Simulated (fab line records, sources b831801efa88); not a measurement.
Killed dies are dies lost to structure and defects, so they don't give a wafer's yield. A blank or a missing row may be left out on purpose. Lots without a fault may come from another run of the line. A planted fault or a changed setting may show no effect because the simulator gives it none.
Which tool did it? | flow gf180mcu | 6 lots, 18 wafers sampled, at 1 step of a route of 602

WHAT THE GAUGES READ, wafer by wafer
GF_STI_THK_MEAS_22.
lot  | measured    | on            | STI_OXIDATION_01_THK (nm)
L141 | day 2 09:55 | film_metro-03 | 15.59 15.31 15.52
L144 | day 3 00:11 | film_metro-03 | 15.29 15.42 15.44
L151 | day 4 13:21 | film_metro-02 | 14.95 14.82 14.92
L154 | day 5 03:04 | film_metro-01 | 15.34 15.15 14.97
L159 | day 6 07:27 | film_metro-01 | 14.79 14.92 14.86
L162 | day 6 21:13 | film_metro-03 | 14.77 14.66 14.45

WHICH TOOL RAN EACH LOT (tool, then ch and the chambers of the sampled wafers, then the start)
The record holds no process step before these readings.

THE ANSWER, worked out from the rows above alone
Rule: what is usual is taken from the lots themselves. Put in order of their means at a reading, lots are off if they are a third of the lots or fewer, leave a main group of 4 or more, and stand apart from it by a gap of 3 or more times the standard deviation of the main group's means; of several such gaps the widest counts. A main group whose means are all the same, to the digits that the tables above print for the reading, isn't used. A lot without any number at a reading at which 4 lots or more have one is off too. The other lots that the step has rows for count as sound.
No lot is off at any reading shown: from this, nothing can be told.

WHAT THE SIMULATOR HAD PUT IN
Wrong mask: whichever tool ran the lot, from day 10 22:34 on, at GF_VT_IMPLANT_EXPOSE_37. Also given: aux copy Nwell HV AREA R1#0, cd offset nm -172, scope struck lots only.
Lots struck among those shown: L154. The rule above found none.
